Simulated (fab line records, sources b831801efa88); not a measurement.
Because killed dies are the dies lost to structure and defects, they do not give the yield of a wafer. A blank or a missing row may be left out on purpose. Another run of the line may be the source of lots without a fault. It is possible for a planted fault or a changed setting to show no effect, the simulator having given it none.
Which of the tools did it? + flow gf180mcu + Sampling: 24 lots, 72 wafers, 5 of 602 route steps

WHAT EACH GAUGE READ, for each wafer
GF_PSD_OVL_MEAS_08.
| lot  | measured     | on         | PSD_OVL (nm)   |
|------|--------------|------------|----------------|
| L074 | day 14 04:13 | overlay-01 | 3.4 4.6 3.8    |
| L075 | day 14 10:58 | overlay-02 | 2.4 0.6 0.0    |
| L076 | day 14 15:31 | overlay-01 | 1.1 -0.7 -0.6  |
| L077 | day 15 07:25 | overlay-01 | -0.2 -0.5 0.2  |
| L078 | day 15 15:47 | overlay-02 | 1.5 2.0 -0.1   |
| L079 | day 16 05:12 | overlay-01 | 1.5 0.8 0.1    |
| L080 | day 16 08:19 | overlay-01 | 2.4 2.1 -1.0   |
| L081 | day 16 13:52 | overlay-01 | -1.6 -1.1 -1.8 |
| L082 | day 17 02:44 | overlay-01 | -0.3 1.1 1.8   |
| L083 | day 17 15:10 | overlay-01 | 1.6 1.1 3.1    |
| L084 | day 17 18:58 | overlay-01 | 0.9 0.5 1.6    |
| L085 | day 17 23:28 | overlay-01 | 1.3 2.2 0.9    |
| L086 | day 18 11:00 | overlay-01 | -0.4 -1.0 1.3  |
| L087 | day 18 20:53 | overlay-01 | 3.1 2.5 -0.1   |
| L088 | day 19 02:31 | overlay-01 | 1.5 1.4 2.6    |
| L089 | day 19 17:06 | overlay-01 | 2.0 2.3 0.7    |
| L090 | day 19 22:01 | overlay-01 | -0.7 0.0 -1.7  |
| L091 | day 20 04:23 | overlay-01 | 1.2 1.5 0.3    |
| L092 | day 20 11:56 | overlay-02 | 2.7 1.4 2.0    |
| L093 | day 20 21:27 | overlay-01 | 1.6 0.6 0.1    |
| L094 | day 21 01:19 | overlay-02 | 1.4 0.0 1.7    |
| L095 | day 21 14:01 | overlay-01 | 0.2 2.5 2.7    |
| L096 | day 21 20:18 | overlay-02 | 0.8 -1.3 -0.3  |
| L097 | day 22 06:28 | overlay-01 | -1.4 -0.6 -1.6 |

GF_CONTACT_RS_MEAS_25: uses a four-point probe to measure.
| lot  | measured     | on           | CONTACT_W_RS (ohm/sq) |
|------|--------------|--------------|-----------------------|
| L074 | day 16 00:31 | filmMetro-04 | 0.384 0.380 0.381     |
| L075 | day 16 09:22 | filmMetro-02 | 0.386 0.382 0.382     |
| L076 | day 16 12:41 | filmMetro-03 | 0.381 0.380 0.383     |
| L077 | day 17 07:15 | filmMetro-03 | 0.383 0.380 0.381     |
| L078 | day 17 16:26 | filmMetro-03 | 0.378 0.380 0.377     |
| L079 | day 18 06:22 | filmMetro-03 | 0.380 0.382 0.386     |
| L080 | day 18 09:10 | filmMetro-04 | 0.391 0.389 0.385     |
| L081 | day 18 15:39 | filmMetro-04 | 0.389 0.388 0.387     |
| L082 | day 19 06:15 | filmMetro-04 | 0.382 0.386 0.384     |
| L083 | day 19 18:24 | filmMetro-04 | 0.384 0.384 0.376     |
| L084 | day 19 21:50 | filmMetro-03 | 0.387 0.388 0.383     |
| L085 | day 20 01:56 | filmMetro-04 | 0.379 0.375 0.381     |
| L086 | day 20 14:28 | filmMetro-02 | 0.386 0.386 0.385     |
| L087 | day 21 00:19 | filmMetro-04 | 0.385 0.386 0.385     |
| L088 | day 21 06:02 | filmMetro-04 | 0.377 0.378 0.379     |
| L089 | day 21 20:07 | filmMetro-04 | 0.379 0.386 0.381     |
| L090 | day 22 01:13 | filmMetro-02 | 0.385 0.383 0.382     |
| L091 | day 22 07:33 | filmMetro-04 | 0.379 0.377 0.383     |
| L092 | day 22 14:09 | filmMetro-03 | 0.378 0.378 0.381     |
| L093 | day 22 23:20 | filmMetro-04 | 0.375 0.382 0.383     |
| L094 | day 23 04:26 | filmMetro-02 | 0.380 0.379 0.380     |
| L095 | day 23 15:56 | filmMetro-02 | 0.383 0.371 0.378     |
| L096 | day 23 21:40 | filmMetro-03 | 0.378 0.378 0.381     |
| L097 | day 24 07:16 | filmMetro-03 | 0.382 0.379 0.384     |

GF_CONTACT_THK_MEAS_26: measures by xrf.
| lot  | measured     | on           | CONTACT_W_THK (nm) |
|------|--------------|--------------|--------------------|
| L074 | day 16 00:38 | filmMetro-04 | 302 304 303        |
| L075 | day 16 09:29 | filmMetro-02 | 294 296 296        |
| L076 | day 16 12:49 | filmMetro-03 | 299 299 297        |
| L077 | day 17 07:22 | filmMetro-03 | 293 296 294        |
| L078 | day 17 16:32 | filmMetro-03 | 297 296 298        |
| L079 | day 18 06:28 | filmMetro-03 | 297 295 291        |
| L080 | day 18 09:17 | filmMetro-04 | 295 299 299        |
| L081 | day 18 15:46 | filmMetro-04 | 298 299 299        |
| L082 | day 19 06:22 | filmMetro-04 | 305 303 304        |
| L083 | day 19 18:30 | filmMetro-04 | 304 304 308        |
| L084 | day 19 21:57 | filmMetro-03 | 292 292 296        |
| L085 | day 20 02:02 | filmMetro-04 | 308 309 307        |
| L086 | day 20 14:33 | filmMetro-02 | 293 294 293        |
| L087 | day 21 00:26 | filmMetro-04 | 301 302 300        |
| L088 | day 21 06:08 | filmMetro-04 | 308 306 305        |
| L089 | day 21 20:14 | filmMetro-04 | 306 300 303        |
| L090 | day 22 01:20 | filmMetro-02 | 294 295 296        |
| L091 | day 22 07:40 | filmMetro-04 | 306 304 301        |
| L092 | day 22 14:16 | filmMetro-03 | 299 301 299        |
| L093 | day 22 23:25 | filmMetro-04 | 310 304 303        |
| L094 | day 23 04:32 | filmMetro-02 | 299 298 298        |
| L095 | day 23 16:02 | filmMetro-02 | 296 306 298        |
| L096 | day 23 21:47 | filmMetro-03 | 301 299 296        |
| L097 | day 24 07:22 | filmMetro-03 | 298 298 294        |

GF_M1_CD_MEAS_14: the cd target is 230 nm.
| lot  | measured     | on       | cdNm (nm)         |
|------|--------------|----------|-------------------|
| L074 | day 16 23:06 | cdSem-02 | 230.3 229.3 230.3 |
| L075 | day 17 09:04 | cdSem-02 | 228.8 231.0 231.2 |
| L076 | day 17 12:29 | cdSem-01 | 229.6 230.4 230.3 |
| L077 | day 18 07:23 | cdSem-01 | 230.3 231.1 230.7 |
| L078 | day 18 17:07 | cdSem-01 | 231.4 232.1 231.3 |
| L079 | day 19 07:31 | cdSem-01 | 233.1 231.9 232.1 |
| L080 | day 19 10:22 | cdSem-01 | 230.3 230.6 231.6 |
| L081 | day 19 16:20 | cdSem-02 | 230.3 231.5 231.2 |
| L082 | day 20 07:29 | cdSem-02 | 229.1 227.1 229.1 |
| L083 | day 20 19:17 | cdSem-01 | 232.2 232.2 232.1 |
| L084 | day 20 22:48 | cdSem-02 | 230.5 231.0 229.5 |
| L085 | day 21 02:11 | cdSem-01 | 228.6 228.6 227.7 |
| L086 | day 21 15:10 | cdSem-02 | 229.2 229.1 228.7 |
| L087 | day 22 00:44 | cdSem-01 | 229.6 231.0 229.8 |
| L088 | day 22 06:30 | cdSem-02 | 230.2 229.1 230.2 |
| L089 | day 22 20:20 | cdSem-01 | 231.0 230.5 229.7 |
| L090 | day 23 01:06 | cdSem-01 | 230.1 230.4 230.3 |
| L091 | day 23 07:18 | cdSem-02 | 232.6 233.4 232.1 |
| L092 | day 23 14:08 | cdSem-01 | 229.6 229.7 229.5 |
| L093 | day 23 22:29 | cdSem-01 | 231.7 232.3 231.3 |
| L094 | day 24 04:01 | cdSem-01 | 229.9 231.0 229.3 |
| L095 | day 24 14:59 | cdSem-02 | 229.9 228.5 228.4 |
| L096 | day 24 20:28 | cdSem-01 | 229.8 228.6 227.6 |
| L097 | day 25 05:23 | cdSem-02 | 230.0 229.0 229.1 |

GF_V2_OVL_MEAS_15.
| lot  | measured     | on         | V2_OVL (nm) |
|------|--------------|------------|-------------|
| L074 | day 20 03:16 | overlay-01 | -4 -8 0     |
| L075 | day 20 14:43 | overlay-02 | -1 7 -1     |
| L076 | day 20 17:42 | overlay-02 | 5 6 -2      |
| L077 | day 21 11:12 | overlay-01 | 0 -1 -3     |
| L078 | day 21 22:13 | overlay-01 | 2 -2 0      |
| L079 | day 22 11:43 | overlay-02 | 0 11 0      |
| L080 | day 22 14:40 | overlay-01 | 5 -7 1      |
| L081 | day 22 21:45 | overlay-02 | -5 -3 -6    |
| L082 | day 23 10:36 | overlay-02 | 4 4 -1      |
| L083 | day 23 21:55 | overlay-01 | 0 6 2       |
| L084 | day 24 00:46 | overlay-02 | 12 4 13     |
| L085 | day 24 04:19 | overlay-02 | -10 -4 -4   |
| L086 | day 24 16:16 | overlay-02 | 3 1 2       |
| L087 | day 25 01:36 | overlay-02 | -6 -2 -6    |
| L088 | day 25 06:25 | overlay-01 | -4 -3 -5    |
| L089 | day 25 19:45 | overlay-02 | -2 -8 -4    |
| L090 | day 25 23:58 | overlay-02 | -3 1 2      |
| L091 | day 26 06:04 | overlay-01 | 1 -2 -1     |
| L092 | day 26 12:09 | overlay-01 | -4 5 -4     |
| L093 | day 26 19:58 | overlay-01 | 4 -2 4      |
| L094 | day 26 23:25 | overlay-02 | 4 -6 -2     |
| L095 | day 27 11:55 | overlay-01 | 3 0 -7      |
| L096 | day 27 15:54 | overlay-01 | -3 -4 -3    |
| L097 | day 27 22:47 | overlay-02 | 1 -5 -1     |

WHICH TOOL RAN EACH LOT (tool, then ch and the chambers of the sampled wafers, then the start)
The record holds no process step before these readings.

AS READ BY THE TOOLS THEMSELVES (means over the sampled wafers that have a number; for cases with no such wafer, the mark the record gives instead)
The record holds no such reading with a usual standard deviation.

THE ANSWER, worked out from the rows above alone
Rule: the usual values come from the lots themselves. Put in order of their means at a reading, lots are off if they are a third of the lots or fewer, leave a main group of 4 or more, and stand apart from it by a gap of 3 or more times the standard deviation of the main group's means; of several such gaps the widest counts. A main group whose means are all the same, to the digits that the tables above print for the reading, isn't used. Also off: a lot with no number at a reading for which 4 or more lots have one. Where the step has rows for the other lots, those lots are counted as sound. Order of review: gauges by route order, followed by the tools' own readings, for which a lot's mean as printed above is used. At the first step where some lot is off, the reading lying furthest off is the one used; lots without a number count as furthest.
None of the lots is off at any reading shown; this tells nothing.

WHAT WAS PUT IN BY THE SIMULATOR
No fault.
